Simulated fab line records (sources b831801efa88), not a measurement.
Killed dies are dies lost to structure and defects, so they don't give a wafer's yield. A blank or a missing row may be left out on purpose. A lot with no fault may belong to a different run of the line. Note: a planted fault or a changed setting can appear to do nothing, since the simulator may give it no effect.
Chamber matching + flow sky130 + 3 sister chambers for SKY_PASSIVATION_CVD_00 on pecvd-01
The step deposits SiO2, target thk 90 nm. 3 wafers are shown with their chamber, then 7 later ones without.

## WAFERS WITH THEIR CHAMBER
| wafer  | chamber | heater power w (W) |
|--------|---------|--------------------|
| L864.4 | 2       | 702                |
| L868.1 | 0       | 830                |
| L868.3 | 1       | 707                |

## WAFERS WITHOUT THEIR CHAMBER
| wafer  | heater power w (W) |
|--------|--------------------|
| L868.5 | 821                |
| L877.2 | 827                |
| L877.3 | 706                |
| L877.5 | 815                |
| L879.1 | 631                |
| L879.4 | 739                |
| L879.5 | 795                |

## THE CHAMBER EACH PASSED THROUGH
| wafer  | from the rows above          | in truth |
|--------|------------------------------|----------|
| L868.5 | 0                            | 0        |
| L877.2 | 0                            | 0        |
| L877.3 | can't be placed: 1 or 2      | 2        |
| L877.5 | 0                            | 0        |
| L879.1 | can't be placed: 2 or 1      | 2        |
| L879.4 | can't be placed: 1 or 2 or 0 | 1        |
| L879.5 | can't be placed: 0 or 1 or 2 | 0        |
Correctly placed: 3 of 7. From these rows, 4 cannot be placed; in 4 the true chamber is one of the candidates. Number placed wrongly: 0.
How it was worked out, from the rows above alone: a wafer's distance from a chamber is the root of the sum, over the readings, of the square of ((its reading less the chamber's mean) divided by the reading's scatter). The wafer belongs to the nearest chamber; if the next one is less than 2 further off, it can't be placed. A chamber's mean is the mean of its shown wafers. The scatter (one wafer shown for each chamber): square how far every hidden wafer sits from the nearest shown wafer, average those squares and take the square root.
